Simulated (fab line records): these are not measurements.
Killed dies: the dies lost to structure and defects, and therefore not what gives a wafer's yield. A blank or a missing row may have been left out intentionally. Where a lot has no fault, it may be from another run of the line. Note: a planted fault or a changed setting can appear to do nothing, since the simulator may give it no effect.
Matching of chambers -- flow sky130 -- SKY_PASSIVATION_CVD_00 on pecvd-03 has 3 sister chambers
The step deposits SiO2, target thk 90 nm. 6 wafers are shown with their chamber, then 7 later ones without.

== WAFERS PAIRED WITH THEIR CHAMBERS ==
wafer,chamber,heaterPowerW (W)
L740.6,2,585
L741.2,0,665
L741.3,1,655
L741.5,2,609
L743.1,1,643
L743.3,0,662

== WAFERS WITH NO CHAMBER GIVEN ==
wafer,heaterPowerW (W)
L743.5,638
L745.3,646
L745.4,654
L745.6,764
L747.2,636
L747.3,541
L747.5,642

== THE CHAMBER EACH PASSED THROUGH ==
wafer,from the rows above,in truth
L743.5,can't be placed: 1 or 0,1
L745.3,can't be placed: 1 or 0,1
L745.4,can't be placed: 1 or 0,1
L745.6,can't be placed: 0 or 1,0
L747.2,can't be placed: 1 or 0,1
L747.3,2,2
L747.5,can't be placed: 1 or 0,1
Correctly placed: 1 of 7. Unplaceable from these rows: 6, with the true chamber sitting among the candidates in 6. Placed wrongly: 0.
How it was worked out, from the rows above alone: a wafer's distance from a chamber is the root of the sum, over the readings, of the square of ((its reading less the chamber's mean) divided by the reading's scatter). The wafer belongs to the nearest chamber; if the next one is less than 2 further off, it can't be placed. Each chamber's mean is taken over the wafers shown for it. The scatter: the root of (the sum of the squares of (reading less its chamber's mean) over the shown wafers, divided by (wafers less chambers)).
